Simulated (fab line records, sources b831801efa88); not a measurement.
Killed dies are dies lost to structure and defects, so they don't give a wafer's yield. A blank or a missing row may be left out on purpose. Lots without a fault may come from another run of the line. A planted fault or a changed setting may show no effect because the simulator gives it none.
A struck lot beside a sound one | flow sky130 | 14 steps out of a route of 708
Sound: wafers L782.1, L782.5, L782.6. Struck: wafers L797.1, L797.2, L797.3. The cause comes at the end.
At each step with rows: each side's tool, then ch and its chambers, then its first start. Under that, the readings that differ: sound wafers | struck wafers | difference of the means | sigmas: that difference in standard deviations of wafers without a fault.
alike: readings whose means differ by less than 2 such deviations, and words and numbers that are the same on both sides. not compared: withheld readings, readings that some wafer has no value for, bounds like >300 that may hide the same value, and numbers for which the record gives no deviation and whose values overlap.
The two part at a step that has a row with sigmas, a row that says differs or no value, or rows on one side only. Numbers that don't overlap but have no deviation are shown without sigmas and don't part them. A reading that every wafer of one side lacks parts them only if that side has two wafers or more.

first, 7 steps without rows for these wafers: SKY_METAL2_HMDS_08 (prime time 60 s); SKY_METAL2_COAT_09 (resist thk 60 nm); SKY_METAL2_COAT_10 (resist thk 450 nm); SKY_METAL2_SOFTBAKE_11 (time 90 s); SKY_METAL2_EXPOSE_12 (exposes mask MM2, target cd 140 nm); SKY_METAL2_PEB_13; SKY_METAL2_DEVELOP_14 (develop time 60 s).
SKY_METAL2_CD_MEAS_15: target cd 140 nm.
  sound on cd_sem-02, day 36 03:29; struck on cd_sem-01, day 40 20:02
  alike: cd_nm
SKY_METAL2_OVL_MEAS_16:
  sound on overlay-01, day 36 03:37; struck on overlay-02, day 40 20:10
  alike: METAL2_OVL
SKY_METAL2_DESCUM_17: chemistry O2, time 8 s.
  sound on rie_metal-02 ch 0,1, day 36 03:38; struck on rie_metal-04 ch 0,1, day 40 20:12
  alike: drypump_motor_current_A, oes_product_au
  not compared: rf_hours_counter_h
SKY_METAL2_ETCH_18: etches BARC in N2/H2, stops on SiO2, time 45.9 s, target depth 60 nm.
  sound on rie_metal-02 ch 0,1, day 36 03:41; struck on rie_metal-04 ch 0,1, day 40 20:14
  reading               | sound             | struck            | difference | sigmas
  oes_product_au (a.u.) | 0.840 0.852 0.851 | 0.849 0.867 0.860 | +0.011     | +2
  alike: drypump_motor_current_A, n2_flow_sccm, throttle_valve_pct
  not compared: rf_hours_counter_h
SKY_METAL2_METAL_ETCH_19: etches the open film in Cl2/BCl3, stops on SiO2, target depth 360 nm, time 78 s.
  sound on rie_metal-02 ch 0,1, day 36 03:44; struck on rie_metal-04 ch 0,1, day 40 20:17
  alike: drypump_motor_current_A, oes_product_au, throttle_valve_pct
  not compared: rf_hours_counter_h
SKY_METAL2_STRIP_20: strips in O2/N2.
  sound on plasma_asher-04 ch 0,1, day 36 03:50; struck on plasma_asher-03 ch 0,1, day 40 20:23
  no value came back on the struck wafers for any of 6 readings (chamber_pressure_mTorr (mTorr), drypump_motor_current_A (A) and others); on the sound wafers chamber_pressure_mTorr (mTorr) reads 1502.1 1500.0 1499.2
  reading                                       | sound | struck            | difference | sigmas
  model.KrF-thick_of_METAL2_COAT_10.thk_nm (nm) | 0 0 0 | 161.3 167.7 166.9 | +165.3     |
  not compared: rf_hours_counter_h
then, 1 step without rows for these wafers: SKY_METAL2_STRIP_21 (strips in post etch residue remover, time 1200 s).

WHERE THEY PART
First at SKY_METAL2_ETCH_18; last, within this record, at SKY_METAL2_STRIP_20.

WHY: what the simulator had put in
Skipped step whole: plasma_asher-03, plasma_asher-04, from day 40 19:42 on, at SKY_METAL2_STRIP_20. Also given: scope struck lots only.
